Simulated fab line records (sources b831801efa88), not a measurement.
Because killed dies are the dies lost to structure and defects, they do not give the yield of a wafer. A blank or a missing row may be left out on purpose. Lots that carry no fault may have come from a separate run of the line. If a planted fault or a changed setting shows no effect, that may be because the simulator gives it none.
The tool behind it: which one?    flow sky130    33 wafers from 11 lots sampled at 5 of the route's 708 steps

== WHAT EACH GAUGE READ, for each wafer ==
SKY_VIA4_BOW_MEAS_03. Usual: VIA4_BOW 78 um, standard deviation 7.6.
lot   measured      on             VIA4_BOW (um)  flag
L882  day 41 20:00  film-metro-01  82 80 84       
L883  day 42 05:31  film-metro-02  86 73 74       
L884  day 42 08:55  film-metro-02  75 78 84       
L886  day 43 02:05  film-metro-02  73 75 75       
L888  day 43 15:52  film-metro-02  88 80 83       
L889  day 44 00:52  film-metro-02  84 86 80       
L890  day 44 20:10  film-metro-02  70 68 62       
L891  day 44 22:17  film-metro-03  68 64 88       
L896  day 46 13:26  film-metro-03  90 81 71       
L900  day 47 02:01  film-metro-03  82 81 92       
L901  day 47 06:46  film-metro-03  88 76 78       

SKY_METAL5_THK_MEAS_06: measures by xrf. Usual: METAL5_ALCU_THK 1191 nm, standard deviation 14.
lot   measured      on             METAL5_ALCU_THK (nm)  flag
L882  day 42 20:43  film-metro-04  1215 1203 1210        
L883  day 43 06:48  film-metro-03  1175 1179 1184        
L884  day 43 09:23  film-metro-03  1187 1197 1191        
L886  day 44 02:08  film-metro-02  1186 1215 1204        
L888  day 44 15:53  film-metro-02  1186 1192 1180        
L889  day 45 00:11  film-metro-03  1210 1209 1201        
L890  day 45 18:40  film-metro-02  1201 1194 1192        
L891  day 45 20:22  film-metro-03  1191 1177 1185        
L896  day 47 14:05  film-metro-02  1179 1161 1170        
L900  day 47 21:10  film-metro-04  1276 1252 1265        OFF
L901  day 48 00:08  film-metro-03  1265 1273 1255        OFF

== WHICH TOOL RAN EACH LOT (tool, then ch and the chambers of the sampled wafers, then the start) ==
lot   SKY_VIA4_CVD_18                SKY_METAL5_SPUTTER_03         SKY_METAL5_SPUTTER_04
L882  cvd-w-01 ch 0,1, day 42 19:50  pvd-sputter-01, day 42 20:31  pvd-sputter-01, day 42 20:32
L883  cvd-w-02 ch 0,1, day 43 05:50  pvd-sputter-03, day 43 06:37  pvd-sputter-03, day 43 06:38
L884  cvd-w-01 ch 0,1, day 43 08:27  pvd-sputter-01, day 43 09:11  pvd-sputter-01, day 43 09:12
L886  cvd-w-01 ch 0,1, day 44 01:13  pvd-sputter-03, day 44 01:56  pvd-sputter-03, day 44 01:58
L888  cvd-w-01 ch 0,1, day 44 15:00  pvd-sputter-04, day 44 15:41  pvd-sputter-04, day 44 15:42
L889  cvd-w-01 ch 0,1, day 44 23:16  pvd-sputter-03, day 44 23:59  pvd-sputter-03, day 45 00:01
L890  cvd-w-02 ch 0,1, day 45 17:44  pvd-sputter-04, day 45 18:28  pvd-sputter-04, day 45 18:29
L891  cvd-w-02 ch 0,1, day 45 19:17  pvd-sputter-04, day 45 20:10  pvd-sputter-04, day 45 20:11
L896  cvd-w-01 ch 0,1, day 47 08:38  pvd-sputter-04, day 47 13:53  pvd-sputter-04, day 47 13:54
L900  cvd-w-02 ch 0,1, day 47 17:28  pvd-sputter-03, day 47 20:57  pvd-sputter-03, day 47 20:58
L901  cvd-w-01 ch 0,1, day 47 22:12  pvd-sputter-03, day 47 23:57  pvd-sputter-03, day 47 23:58
- SKY_VIA4_CVD_18: deposits W, target thk 505 nm, time 152.14 s.
- SKY_METAL5_SPUTTER_03: material Ti, target thk 5 nm, time 3.3 s.
- SKY_METAL5_SPUTTER_04: material TiN, target thk 70 nm, time 58.3 s.

== AS READ BY THE TOOLS THEMSELVES (means over the sampled wafers that have a number; for cases with no such wafer, the mark the record gives instead) ==
SKY_VIA4_CVD_18. Usual: heater-power-outer-w 550 W, standard deviation 79; heater-power-w 882 W, standard deviation 110.
lot   tool      heater-power-outer-w (W)  heater-power-w (W)  flag
L882  cvd-w-01  531                       908                 
L883  cvd-w-02  584                       885                 
L884  cvd-w-01  476                       812                 
L886  cvd-w-01  537                       920                 
L888  cvd-w-01  479                       822                 
L889  cvd-w-01  539                       918                 
L890  cvd-w-02  596                       892                 
L891  cvd-w-02  610                       904                 
L896  cvd-w-01  483                       824                 
L900  cvd-w-02  584                       888                 
L901  cvd-w-01  534                       917                 

SKY_METAL5_SPUTTER_03. Usual: throttle-valve-pct at 29.8 %, with a standard deviation of 0.91.
lot   tool            throttle-valve-pct (%)  flag
L882  pvd-sputter-01  30.4                    
L883  pvd-sputter-03  30.0                    
L884  pvd-sputter-01  30.1                    
L886  pvd-sputter-03  29.6                    
L888  pvd-sputter-04  30.6                    
L889  pvd-sputter-03  28.8                    
L890  pvd-sputter-04  29.7                    
L891  pvd-sputter-04  30.7                    
L896  pvd-sputter-04  29.3                    
L900  pvd-sputter-03  29.3                    
L901  pvd-sputter-03  30.0                    

SKY_METAL5_SPUTTER_04. Usual: throttle-valve-pct at 29.8 %, with a standard deviation of 0.9.
lot   tool            throttle-valve-pct (%)  flag
L882  pvd-sputter-01  30.5                    
L883  pvd-sputter-03  29.9                    
L884  pvd-sputter-01  30.0                    
L886  pvd-sputter-03  29.8                    
L888  pvd-sputter-04  30.4                    
L889  pvd-sputter-03  29.1                    
L890  pvd-sputter-04  29.9                    
L891  pvd-sputter-04  30.7                    
L896  pvd-sputter-04  29.2                    
L900  pvd-sputter-03  29.3                    
L901  pvd-sputter-03  29.7                    

== THE ANSWER, worked out from the rows above alone ==
Rule: a lot counts as off when the mean over its wafers that have a number is more than 3 standard deviations away from the usual mean. A lot without any number at a reading at which 4 lots or more have one is off too. Any other lot the step has rows for is counted as sound. After the gauges, taken in route order, come the tools' own readings; for these a lot's mean is taken, as printed above. The first step at which some lot is off is used, and at that step the reading that is off furthest; a lot without a number counts as furthest.
Off: at SKY_METAL5_THK_MEAS_06 (METAL5_ALCU_THK), L900, L901.
If a tool, at a process step before that reading, ran all the lots that are off and no sound lot after the first of them, it fits. Gauges at SKY_METAL5_THK_MEAS_06: tried the same way as those tools. One candidate fits, namely pvd-sputter-03 at SKY_METAL5_SPUTTER_03 and SKY_METAL5_SPUTTER_04. At SKY_METAL5_SPUTTER_03 its last sound lot is L889 (day 44 23:59), its first lot that is off L900 (day 47 20:57): a fault that began between those two fits.

== WHAT WAS PUT IN BY THE SIMULATOR ==
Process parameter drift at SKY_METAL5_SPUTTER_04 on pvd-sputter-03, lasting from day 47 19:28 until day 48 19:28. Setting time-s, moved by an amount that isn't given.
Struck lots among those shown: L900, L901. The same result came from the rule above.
